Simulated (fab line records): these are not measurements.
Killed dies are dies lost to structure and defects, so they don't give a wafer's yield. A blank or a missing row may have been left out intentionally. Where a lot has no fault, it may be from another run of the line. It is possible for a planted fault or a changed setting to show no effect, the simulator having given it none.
Chamber matching	flow sky130	SKY_SONOS_ONO_ETCH_15 on rie-diel-04: 4 sister chambers
The step etches the open film in CHF3/O2, target depth 19.52 nm, time 7.8 s. 8 wafers are shown with their chamber, then 11 later ones without.

== EACH WAFER AND ITS CHAMBER ==
wafer	chamber	drypump-motor-current-A (A)	oes-product-au (a.u.)
L084.5	0	5.5	0.986
L085.2	2	5.7	1.019
L086.2	1	5.0	1.005
L086.3	2	5.7	1.012
L089.3	1	5.0	1.006
L089.4	0	5.5	0.974
L089.6	3	5.5	0.998
L093.3	3	5.4	0.999

== WAFERS WITHOUT THEIR CHAMBER ==
wafer	drypump-motor-current-A (A)	oes-product-au (a.u.)
L093.4	5.0	1.014
L093.6	5.0	1.019
L094.1	5.7	1.015
L094.3	5.5	0.971
L094.6	5.7	1.017
L095.2	5.1	1.004
L095.3	5.5	1.006
L095.4	5.5	0.976
L097.3	5.0	1.006
L097.4	5.5	1.008
L097.5	5.7	1.018

== EACH ONE'S CHAMBER ==
wafer	from the rows above	in truth
L093.4	1	1
L093.6	1	1
L094.1	2	2
L094.3	0	0
L094.6	2	2
L095.2	1	1
L095.3	3	3
L095.4	0	0
L097.3	1	1
L097.4	3	3
L097.5	2	2
11 of 11 placed correctly. Left unplaced by these rows: 0. Wrongly placed: 0.
How it was worked out, from the rows above alone: a wafer's distance from a chamber is the root of the sum, over the readings, of the square of ((its reading less the chamber's mean) divided by the reading's scatter). If the next closest chamber is less than 2 further off than the closest, the wafer can't be placed; otherwise it belongs to the closest. The mean given for a chamber averages the wafers shown for that chamber. The scatter: the root of (the sum of the squares of (reading less its chamber's mean) over the shown wafers, divided by (wafers less chambers)).
